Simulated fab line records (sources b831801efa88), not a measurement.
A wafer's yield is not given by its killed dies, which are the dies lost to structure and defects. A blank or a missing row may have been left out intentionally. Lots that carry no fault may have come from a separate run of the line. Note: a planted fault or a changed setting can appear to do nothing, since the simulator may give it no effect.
fab line records	flow gf180mcu
record lots=24	wafers=72	last-day=34
route steps=602 shown HV_LDD@184 CONTACT@314 M3@424 V3@430 M4@471 TOP_METAL@582
lots with no fault: from the same line, run without faults
start-h: hours from the record's opening day to when the first of the lot's shown wafers began	wait-h: hours since the lot's step before	" unchanged from the row above	L1.1+2: several wafers, shown together as one row	- no value, or no start given	* or withheld: withheld	< > ~ a bound
route shown NAME@n: NAME is a module with steps in the file, n the number in the route of the first one	usual: mean/standard deviation of fault-free wafers	same: alike in all rows	chamber/n: place in a boat	sites: the reading at each site	_std_site: the standard deviation of these	_edge_site: mean of outer sites minus mean of inner sites	radius-mm: how far each site lies from the wafer's centre	mask NAME#n: copy n	behind: the most recent tool/chamber to have shaped the wafer	hold: reason for holding the lot/hours on hold/outcome of the hold	device: which transistor (n, p or np) failed to switch	end of line: at the end of the route, the tests of the same wafers	a step given without rows: its recipe and nothing more	killed: not the wafer's yield, but the dies lost to structure and defects at the first sort	map: a wafer's dies, marking killed ones x, the rest . and places with no die _
set.NAME: the run value of the setting; set.NAME@STEP: its run value at that earlier step	model.NAME: the simulator's own value behind a step, which no gauge read
the route's steps for a sample of lots (tables are steps, rows are wafers)
services: the hour from which a tool's chamber was out of use, counted from the record's first day as start-h (under 0 if before that day), plus the number of hours and why
## steps
# step GF_HV_LDD_OVL_MEAS_08
# usual HV_LDD_OVL=-0.1/1.6
lot.wafer	tool	chamber	start-h	wait-h	HV_LDD_OVL[nm]
L074.3	overlay-02	-	218.56	0.1	-2.9
L074.4	"	-	"	"	-1.5
L074.5	"	-	"	"	-1.9
L075.3	overlay-01	-	224.76	0.1	-0.1
L075.4	"	-	"	"	0.4
L075.6	"	-	"	"	0.5
L076.2	overlay-01	-	228.06	0.1	1.4
L076.4	"	-	"	"	1.5
L076.5	"	-	"	"	2.0
L077.3	overlay-02	-	244.41	0.1	-3.0
L077.5	"	-	"	"	-0.2
L077.6	"	-	"	"	-0.6
L078.1	overlay-02	-	251.41	0.1	-1.4
L078.2	"	-	"	"	-2.1
L078.6	"	-	"	"	-1.8
L080.1	overlay-02	-	257.06	0.1	3.0
L080.4	"	-	"	"	2.6
L080.5	"	-	"	"	1.7
L079.1	overlay-01	-	257.36	0.1	-1.2
L079.3	"	-	"	"	-0.5
L079.4	"	-	"	"	0.7
L081.2	overlay-01	-	265.45	0.1	-1.3
L081.3	"	-	"	"	-0.4
L081.6	"	-	"	"	-1.7
L082.1	overlay-02	-	277.80	0.1	-0.9
L082.2	"	-	"	"	-2.2
L082.6	"	-	"	"	-1.6
L083.1	overlay-02	-	282.50	0.1	0.9
L083.5	"	-	"	"	1.4
L083.6	"	-	"	"	2.1
L084.1	overlay-01	-	290.76	0.1	-0.1
L084.4	"	-	"	"	-0.5
L084.5	"	-	"	"	-0.6
L085.1	overlay-01	-	300.16	0.1	-0.5
L085.2	"	-	"	"	0.1
L085.5	"	-	"	"	-0.2
L087.1	overlay-02	-	308.90	0.1	3.0
L087.3	"	-	"	"	1.6
L087.4	"	-	"	"	3.7
L086.1	overlay-01	-	314.01	0.1	0.5
L086.2	"	-	"	"	0.7
L086.3	"	-	"	"	-0.8
L088.2	overlay-01	-	317.76	0.1	-1.2
L088.3	"	-	"	"	-1.3
L088.4	"	-	"	"	-1.1
L089.1	overlay-01	-	327.16	0.1	-0.1
L089.5	"	-	"	"	-1.5
L089.6	"	-	"	"	-1.7
L090.2	overlay-01	-	335.66	0.1	-2.0
L090.3	"	-	"	"	-3.0
L090.6	"	-	"	"	-1.4
L091.3	overlay-02	-	341.31	0.1	0.2
L091.4	"	-	"	"	0.1
L091.6	"	-	"	"	0.7
L092.2	overlay-01	-	346.15	0.1	-1.9
L092.3	"	-	"	"	-0.7
L092.6	"	-	"	"	-1.6
L093.1	overlay-01	-	354.05	0.1	4.1
L093.4	"	-	"	"	3.1
L093.6	"	-	"	"	1.1
L094.3	overlay-01	-	367.32	0.1	0.6
L094.4	"	-	"	"	-0.9
L094.6	"	-	"	"	-1.5
L095.1	overlay-02	-	371.20	0.1	0.4
L095.4	"	-	"	"	-0.1
L095.6	"	-	"	"	0.5
L096.2	overlay-01	-	374.41	0.1	-0.9
L096.3	"	-	"	"	-0.1
L096.5	"	-	"	"	-1.3
L097.2	overlay-02	-	386.81	0.1	1.4
L097.4	"	-	"	"	2.2
L097.6	"	-	"	"	1.8
# step GF_CONTACT_CMP_27
# recipe stop-on=SiO2	down-force-psi=3.5	platen-rpm=60	t-overpolish-s=15	target-thk-nm=0	pad-velocity-m-s=0.94248
# usual motor-current-A=11.1/1.4	overpolish-run-s=15.000/0.0086	time-to-endpoint-s=71/4.1
# same t-overpolish-s=15
lot.wafer	tool	chamber	start-h	wait-h	motor-current-A	overpolish-run-s	time-to-endpoint-s
L074.4	cmp-01	0	364.18	0.1	9.5	15.001	72
L074.3	"	1	"	"	10.8	15.006	72
L074.5	"	3	"	"	11.7	14.993	74
L075.4	cmp-01	3	373.39	0.1	11.6	14.996	73
L075.3	"	0	"	"	9.6	15.013	72
L075.6	"	2	"	"	9.9	14.999	70
L076.4	cmp-02	1	376.33	0.1	12.3	14.994	69
L076.2	"	2	"	"	10.5	14.986	68
L076.5	"	3	"	"	13.6	14.995	73
L077.3	cmp-02	0	396.70	0.1	9.2	14.994	68
L077.6	"	2	"	"	10.3	15.006	70
L077.5	"	3	"	"	13.4	15.000	70
L078.1	cmp-01	1	404.97	0.2	10.7	15.004	72
L078.2	"	3	"	"	11.4	15.008	77
L078.6	"	0	"	"	9.6	15.014	74
L080.1	cmp-02	2	412.65	0.1	10.5	15.008	70
L080.4	"	0	"	"	9.5	15.003	71
L080.5	"	2	"	"	10.4	15.005	70
L079.4	cmp-01	2	414.54	0.1	10.5	14.997	72
L079.1	"	3	"	"	12.0	15.026	72
L079.3	"	0	"	"	9.4	14.999	69
L081.3	cmp-01	0	422.19	0.1	9.7	14.988	71
L081.2	"	2	"	"	10.2	15.005	72
L081.6	"	0	"	"	9.8	14.984	70
L082.1	cmp-02	2	437.89	0.1	10.8	14.996	67
L082.2	"	0	"	"	9.2	14.997	63
L082.6	"	2	"	"	10.5	15.004	66
L083.1	cmp-01	1	444.99	0.2	11.1	14.994	74
L083.6	"	2	"	"	11.0	15.003	72
L083.5	"	3	"	"	11.4	15.015	82
L084.1	cmp-01	2	455.37	0.1	10.5	14.994	72
L084.4	"	1	"	"	10.6	15.004	72
L084.5	"	3	"	"	12.2	14.984	77
L085.1	cmp-02	1	467.24	0.1	12.2	15.003	75
L085.2	"	2	"	"	10.5	14.998	73
L085.5	"	1	"	"	12.5	15.001	69
L087.1	cmp-01	3	474.53	0.1	11.2	14.987	73
L087.3	"	0	"	"	9.9	15.016	69
L087.4	"	2	"	"	10.5	15.004	67
L088.2	cmp-02	2	484.32	0.0	10.7	15.001	64
L088.3	"	3	"	"	13.6	14.988	66
L088.4	"	0	"	"	9.6	15.010	63
L086.2	cmp-02	3	490.03	0.0	12.8	14.993	63
L086.3	"	0	"	"	9.8	15.013	61
L086.1	"	2	"	"	10.8	15.000	64
L089.1	cmp-02	2	496.40	0.1	10.6	15.016	67
L089.6	"	2	"	"	10.2	15.009	67
L089.5	"	3	"	"	14.5	15.015	64
L090.2	cmp-02	3	507.83	0.1	13.2	15.001	71
L090.3	"	0	"	"	9.6	14.993	66
L090.6	"	2	"	"	10.5	15.007	69
L091.3	cmp-02	0	510.02	0.0	9.5	14.998	68
L091.4	"	1	"	"	12.5	14.980	73
L091.6	"	0	"	"	9.4	15.006	67
L092.3	cmp-01	2	517.86	0.1	10.5	14.996	73
L092.2	"	3	"	"	11.7	14.994	81
L092.6	"	1	"	"	11.4	15.003	75
L093.4	cmp-01	3	526.49	0.0	12.2	14.994	81
L093.1	"	1	"	"	10.2	15.005	74
L093.6	"	3	"	"	11.6	14.998	79
L094.4	cmp-02	1	540.48	0.0	12.3	14.994	69
L094.3	"	3	"	"	13.6	14.990	73
L094.6	"	1	"	"	12.3	15.000	71
L095.1	cmp-02	0	544.20	0.1	9.4	14.988	64
L095.4	"	3	"	"	13.3	14.992	70
L095.6	"	1	"	"	12.0	15.003	70
L096.2	cmp-01	2	545.77	0.0	10.6	15.007	75
L096.3	"	0	"	"	9.7	15.000	75
L096.5	"	3	"	"	12.2	14.981	78
L097.2	cmp-01	1	557.85	0.0	10.3	14.982	76
L097.4	"	0	"	"	9.8	14.996	68
L097.6	"	2	"	"	10.9	14.997	71
# step GF_M3_OVL_MEAS_15
# usual M3_OVL=0/4.6
lot.wafer	tool	chamber	start-h	wait-h	M3_OVL[nm]
L074.3	overlay-01	-	489.78	0.1	-3
L074.4	"	-	"	"	0
L074.5	"	-	"	"	3
L075.3	overlay-02	-	498.56	0.1	-3
L075.4	"	-	"	"	-3
L075.6	"	-	"	"	-3
L076.2	overlay-01	-	502.98	0.1	1
L076.4	"	-	"	"	-1
L076.5	"	-	"	"	1
L077.3	overlay-02	-	522.56	0.1	0
L077.5	"	-	"	"	-4
L077.6	"	-	"	"	-3
L078.1	overlay-01	-	531.24	0.1	-6
L078.2	"	-	"	"	3
L078.6	"	-	"	"	-1
L080.1	overlay-01	-	540.40	0.1	-3
L080.4	"	-	"	"	-3
L080.5	"	-	"	"	0
L079.1	overlay-02	-	540.54	0.1	-10
L079.3	"	-	"	"	-9
L079.4	"	-	"	"	-5
L081.2	overlay-01	-	547.56	0.1	6
L081.3	"	-	"	"	8
L081.6	"	-	"	"	9
L082.1	overlay-02	-	562.59	0.1	-1
L082.2	"	-	"	"	1
L082.6	"	-	"	"	-6
L083.1	overlay-01	-	567.42	0.1	-5
L083.5	"	-	"	"	2
L083.6	"	-	"	"	-2
L084.1	overlay-02	-	577.74	0.1	-2
L084.4	"	-	"	"	-2
L084.5	"	-	"	"	-4
L085.1	overlay-02	-	589.10	0.1	2
L085.2	"	-	"	"	9
L085.5	"	-	"	"	-6
L087.1	overlay-01	-	595.50	0.1	-3
L087.3	"	-	"	"	-3
L087.4	"	-	"	"	2
L088.2	overlay-02	-	601.35	0.1	7
L088.3	"	-	"	"	1
L088.4	"	-	"	"	1
L086.1	overlay-01	-	607.29	0.1	-5
L086.2	"	-	"	"	5
L086.3	"	-	"	"	5
L089.1	overlay-02	-	613.19	0.1	5
L089.5	"	-	"	"	-1
L089.6	"	-	"	"	-6
L090.2	overlay-01	-	622.98	0.1	1
L090.3	"	-	"	"	0
L090.6	"	-	"	"	7
L091.3	overlay-01	-	626.43	0.1	-2
L091.4	"	-	"	"	-3
L091.6	"	-	"	"	0
L092.2	overlay-01	-	633.95	0.1	-1
L092.3	"	-	"	"	-6
L092.6	"	-	"	"	-2
L093.1	overlay-01	-	640.77	0.1	-1
L093.4	"	-	"	"	2
L093.6	"	-	"	"	12
L094.3	overlay-01	-	654.92	3.0	5
L094.4	"	-	"	"	-4
L094.6	"	-	"	"	1
L095.1	overlay-01	-	655.47	0.1	-6
L095.4	"	-	"	"	0
L095.6	"	-	"	"	0
L096.2	overlay-01	-	657.33	0.1	14
L096.3	"	-	"	"	2
L096.5	"	-	"	"	5
L097.2	overlay-01	-	667.10	0.1	6
L097.4	"	-	"	"	0
L097.6	"	-	"	"	5
# step GF_V3_THK_MEAS_01
# recipe reads=SiO2_of_V3_CVD_00
# usual V3_CVD_00_THK=602/7.8
lot.wafer	tool	chamber	start-h	wait-h	V3_CVD_00_THK[nm]
L074.3	film-metro-01	-	490.55	0.1	609
L074.4	"	-	"	"	610
L074.5	"	-	"	"	601
L075.3	film-metro-01	-	499.32	0.1	599
L075.4	"	-	"	"	590
L075.6	"	-	"	"	602
L076.2	film-metro-04	-	503.74	0.0	599
L076.4	"	-	"	"	596
L076.5	"	-	"	"	606
L077.3	film-metro-01	-	523.36	0.1	585
L077.5	"	-	"	"	596
L077.6	"	-	"	"	578
L078.1	film-metro-01	-	532.14	0.0	616
L078.2	"	-	"	"	610
L078.6	"	-	"	"	608
L080.1	film-metro-04	-	541.19	0.0	608
L080.4	"	-	"	"	602
L080.5	"	-	"	"	610
L079.1	film-metro-02	-	541.31	0.0	611
L079.3	"	-	"	"	600
L079.4	"	-	"	"	605
L081.2	film-metro-02	-	548.44	0.0	617
L081.3	"	-	"	"	602
L081.6	"	-	"	"	617
L082.1	film-metro-01	-	563.35	0.0	611
L082.2	"	-	"	"	602
L082.6	"	-	"	"	605
L083.1	film-metro-01	-	568.18	0.0	599
L083.5	"	-	"	"	588
L083.6	"	-	"	"	601
L084.1	film-metro-01	-	578.53	0.0	595
L084.4	"	-	"	"	607
L084.5	"	-	"	"	591
L085.1	film-metro-01	-	589.93	0.1	604
L085.2	"	-	"	"	603
L085.5	"	-	"	"	604
L087.1	film-metro-02	-	596.37	0.0	611
L087.3	"	-	"	"	620
L087.4	"	-	"	"	609
L088.2	film-metro-01	-	602.11	0.0	598
L088.3	"	-	"	"	611
L088.4	"	-	"	"	599
L086.1	film-metro-04	-	608.13	0.0	596
L086.2	"	-	"	"	597
L086.3	"	-	"	"	589
L089.1	film-metro-01	-	614.06	0.0	621
L089.5	"	-	"	"	611
L089.6	"	-	"	"	621
L090.2	film-metro-04	-	623.77	0.0	611
L090.3	"	-	"	"	612
L090.6	"	-	"	"	610
L091.3	film-metro-01	-	627.23	0.1	607
L091.4	"	-	"	"	602
L091.6	"	-	"	"	601
L092.2	film-metro-01	-	634.71	0.0	592
L092.3	"	-	"	"	600
L092.6	"	-	"	"	596
L093.1	film-metro-04	-	641.52	0.0	593
L093.4	"	-	"	"	598
L093.6	"	-	"	"	595
L094.3	film-metro-01	-	655.75	0.1	593
L094.4	"	-	"	"	603
L094.6	"	-	"	"	599
L095.1	film-metro-04	-	656.57	0.2	598
L095.4	"	-	"	"	595
L095.6	"	-	"	"	606
L096.2	film-metro-02	-	658.08	0.0	591
L096.3	"	-	"	"	593
L096.5	"	-	"	"	596
L097.2	film-metro-01	-	667.86	0.0	608
L097.4	"	-	"	"	603
L097.6	"	-	"	"	599
# step GF_M4_OVL_MEAS_15
# usual M4_OVL=2/5.6
lot.wafer	tool	chamber	start-h	wait-h	M4_OVL[nm]
L074.3	overlay-02	-	539.27	0.1	-2
L074.4	"	-	"	"	5
L074.5	"	-	"	"	4
L075.3	overlay-02	-	547.76	0.1	-2
L075.4	"	-	"	"	-8
L075.6	"	-	"	"	-3
L076.2	overlay-02	-	550.36	0.1	2
L076.4	"	-	"	"	7
L076.5	"	-	"	"	4
L077.3	overlay-02	-	570.37	0.1	4
L077.5	"	-	"	"	3
L077.6	"	-	"	"	10
L078.1	overlay-01	-	578.22	0.1	-1
L078.2	"	-	"	"	6
L078.6	"	-	"	"	8
L080.1	overlay-01	-	587.51	0.1	6
L080.4	"	-	"	"	-1
L080.5	"	-	"	"	3
L079.1	overlay-01	-	587.92	0.1	-4
L079.3	"	-	"	"	4
L079.4	"	-	"	"	8
L081.2	overlay-02	-	593.96	0.1	4
L081.3	"	-	"	"	4
L081.6	"	-	"	"	2
L082.1	overlay-01	-	608.35	0.1	-11
L082.2	"	-	"	"	-5
L082.6	"	-	"	"	-6
L083.1	overlay-02	-	612.62	0.1	2
L083.5	"	-	"	"	4
L083.6	"	-	"	"	6
L084.1	overlay-01	-	621.72	0.1	0
L084.4	"	-	"	"	-6
L084.5	"	-	"	"	-1
L085.1	overlay-02	-	632.55	0.1	1
L085.2	"	-	"	"	4
L085.5	"	-	"	"	2
L087.1	overlay-01	-	639.64	0.1	-1
L087.3	"	-	"	"	6
L087.4	"	-	"	"	1
L088.2	overlay-01	-	644.30	0.1	3
L088.3	"	-	"	"	-1
L088.4	"	-	"	"	6
L086.1	overlay-01	-	650.07	0.1	3
L086.2	"	-	"	"	4
L086.3	"	-	"	"	-3
L089.1	overlay-01	-	656.64	0.1	2
L089.5	"	-	"	"	3
L089.6	"	-	"	"	-2
L090.2	overlay-01	-	664.30	0.1	5
L090.3	"	-	"	"	13
L090.6	"	-	"	"	8
L091.3	overlay-01	-	668.97	0.1	-2
L091.4	"	-	"	"	-3
L091.6	"	-	"	"	1
L092.2	overlay-01	-	677.48	0.1	9
L092.3	"	-	"	"	4
L092.6	"	-	"	"	4
L093.1	overlay-01	-	682.82	0.1	0
L093.4	"	-	"	"	12
L093.6	"	-	"	"	7
L094.3	overlay-02	-	695.97	0.1	1
L094.4	"	-	"	"	13
L094.6	"	-	"	"	5
L095.1	overlay-02	-	697.92	0.1	2
L095.4	"	-	"	"	-8
L095.6	"	-	"	"	-1
L096.2	overlay-01	-	699.53	0.1	-7
L096.3	"	-	"	"	-5
L096.5	"	-	"	"	-3
L097.2	overlay-01	-	708.48	0.1	3
L097.4	"	-	"	"	1
L097.6	"	-	"	"	3
# step GF_TOP_METAL_OVL_MEAS_15
# usual TOP_METAL_OVL=-0.3/1.1
lot.wafer	tool	chamber	start-h	wait-h	TOP_METAL_OVL[nm]
L074.3	overlay-01	-	650.21	0.1	0.1
L074.4	"	-	"	"	-1.1
L074.5	"	-	"	"	-0.2
L075.3	overlay-01	-	658.92	0.1	-0.5
L075.4	"	-	"	"	-2.1
L075.6	"	-	"	"	-1.3
L076.2	overlay-01	-	665.50	0.1	-1.4
L076.4	"	-	"	"	1.3
L076.5	"	-	"	"	-0.8
L077.3	overlay-02	-	680.76	0.1	-1.0
L077.5	"	-	"	"	0.2
L077.6	"	-	"	"	-0.9
L078.1	overlay-01	-	684.29	0.1	-0.1
L078.2	"	-	"	"	-1.1
L078.6	"	-	"	"	-1.8
L080.1	overlay-02	-	694.95	0.1	0.5
L080.4	"	-	"	"	0.8
L080.5	"	-	"	"	0.5
L079.1	overlay-01	-	696.44	0.1	-0.7
L079.3	"	-	"	"	-0.1
L079.4	"	-	"	"	-0.2
L081.2	overlay-01	-	701.70	0.1	2.4
L081.3	"	-	"	"	-1.1
L081.6	"	-	"	"	-2.0
L082.1	overlay-01	-	713.35	0.1	0.5
L082.2	"	-	"	"	0.0
L082.6	"	-	"	"	0.6
L083.1	overlay-01	-	715.95	0.1	-1.4
L083.5	"	-	"	"	-1.5
L083.6	"	-	"	"	-0.7
L084.1	overlay-02	-	722.44	0.1	0.0
L084.4	"	-	"	"	-0.1
L084.5	"	-	"	"	1.2
L085.1	overlay-01	-	736.14	0.1	0.4
L085.2	"	-	"	"	-0.1
L085.5	"	-	"	"	1.5
L087.1	overlay-02	-	739.84	0.1	1.9
L087.3	"	-	"	"	0.9
L087.4	"	-	"	"	0.9
L088.2	overlay-02	-	741.76	0.1	-0.2
L088.3	"	-	"	"	0.1
L088.4	"	-	"	"	-2.2
L086.1	overlay-01	-	747.60	0.1	-1.0
L086.2	"	-	"	"	-1.4
L086.3	"	-	"	"	-0.3
L089.1	overlay-01	-	755.65	0.1	0.4
L089.5	"	-	"	"	1.8
L089.6	"	-	"	"	-1.3
L090.2	overlay-02	-	760.31	0.1	-1.2
L090.3	"	-	"	"	-0.5
L090.6	"	-	"	"	-1.3
L091.3	overlay-01	-	764.12	0.1	0.0
L091.4	"	-	"	"	-2.7
L091.6	"	-	"	"	-0.2
L092.2	overlay-01	-	772.26	0.1	-0.7
L092.3	"	-	"	"	-2.2
L092.6	"	-	"	"	-2.1
L093.1	overlay-01	-	776.65	0.1	-3.3
L093.4	"	-	"	"	-0.3
L093.6	"	-	"	"	-2.3
L094.3	overlay-01	-	786.46	0.1	-1.7
L094.4	"	-	"	"	-0.7
L094.6	"	-	"	"	1.2
L095.1	overlay-01	-	788.00	0.1	-0.2
L095.4	"	-	"	"	0.5
L095.6	"	-	"	"	1.0
L096.2	overlay-02	-	789.00	0.1	-1.6
L096.3	"	-	"	"	-1.1
L096.5	"	-	"	"	0.3
L097.2	overlay-02	-	798.16	0.1	-0.3
L097.4	"	-	"	"	-0.4
L097.6	"	-	"	"	-0.9
## services
tool	chamber	start-h	hours	kind
cmp-02	-	352.64	4.0	repair
cmp-02	-	372.97	2.8	repair
cmp-02	-	404.13	4.0	pm
cmp-02	-	408.13	-	consumable-replace:conditioner
cmp-02	-	408.13	-	consumable-replace:pad
cmp-01	-	416.40	1.7	repair
cmp-02	-	430.95	2.0	repair
cmp-01	-	452.94	0.5	repair
cmp-01	-	459.04	1.5	repair
cmp-01	-	473.36	1.0	repair
cmp-01	-	504.08	1.3	repair
cmp-01	-	551.52	0.3	repair
## key
fault none
